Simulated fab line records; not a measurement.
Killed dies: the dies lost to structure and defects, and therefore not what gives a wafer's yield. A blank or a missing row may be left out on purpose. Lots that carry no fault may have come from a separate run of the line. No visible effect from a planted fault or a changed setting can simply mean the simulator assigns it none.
One fault through the eyes of 2 desks || flow gf180mcu || every desk sees just its own numbers, and what lay behind them comes last

TOOL OWNER'S DESK, iline-stepper-01
The tool's own readings at GF_LVPWELL_EXPOSE_04 (exposes mask LVPWELL, target cd 600 nm): means of the sampled wafers that have a number, for each lot that ran on this tool. A lot is out of limits, marked OUT, if its mean lies more than 4 standard deviations from the usual mean; the brackets give that distance.
Columns: A = focus-offset-nm at GF_LVPWELL_EXPOSE_04, usual 0.1 nm
{"lot": "L489", "first seen here": "day 5 07:08", "A": -0.3}
{"lot": "L492", "first seen here": "day 5 22:59", "A": -0.2}
{"lot": "L493", "first seen here": "day 6 04:16", "A": 0.6}
Finding of this desk: none of the 3 lots has anything out of limits.

METROLOGY DESK
What the gauges read, lot by lot, whatever tool the lot ran on: means of the sampled wafers that have a number. A lot is out of limits, marked OUT, if its mean lies more than 4 standard deviations from the usual mean; the brackets give that distance.
Columns: A = NWELL_OVL at GF_NWELL_OVL_MEAS_07, usual 0.3 nm; B = NWELL_TW at GF_NWELL_TW_MEAS_11, usual 1580; C = LVPWELL_OVL at GF_LVPWELL_OVL_MEAS_07, usual -1.0 nm; D = LVPWELL_TW at GF_LVPWELL_TW_MEAS_11, usual 561; E = MVSD_OVL at GF_MVSD_OVL_MEAS_07, usual -0.7 nm; F = MVSD_TW at GF_MVSD_TW_MEAS_11, usual 1587; G = MVPSD_OVL at GF_MVPSD_OVL_MEAS_07, usual 0.0 nm
{"lot": "L485", "first seen here": "day 4 00:22", "A": 2.0, "B": 1588, "C": -3.3, "D": 564, "E": 0.1, "F": 1582, "G": -2.1}
{"lot": "L488", "first seen here": "day 4 18:39", "A": -0.6, "B": 1586, "C": -0.5, "D": 558, "E": 2.1, "F": 1573, "G": 0.2}
{"lot": "L489", "first seen here": "day 5 00:00", "A": 0.4, "B": 1566, "C": -0.4, "D": 557, "E": -0.0, "F": 1581, "G": -0.4}
{"lot": "L492", "first seen here": "day 5 15:25", "A": 1.1, "B": 1576, "C": -0.8, "D": 560, "E": 0.4, "F": 1580, "G": 0.0}
{"lot": "L493", "first seen here": "day 5 20:13", "A": 1.6, "B": 1579, "C": -0.6, "D": 560, "E": -0.4, "F": 1596, "G": 1.2}
{"lot": "L503", "first seen here": "day 8 05:21", "A": -0.5, "B": 1572, "C": -1.3, "D": 569, "E": -2.2, "F": 1587, "G": -0.0}
Finding of this desk: none of the 6 lots has anything out of limits.

PUT TOGETHER
Nothing out of limits was seen by the tool owner's desk.
Nothing out of limits was seen by the metrology desk.

WHAT HAD BEEN PUT IN BY THE SIMULATOR
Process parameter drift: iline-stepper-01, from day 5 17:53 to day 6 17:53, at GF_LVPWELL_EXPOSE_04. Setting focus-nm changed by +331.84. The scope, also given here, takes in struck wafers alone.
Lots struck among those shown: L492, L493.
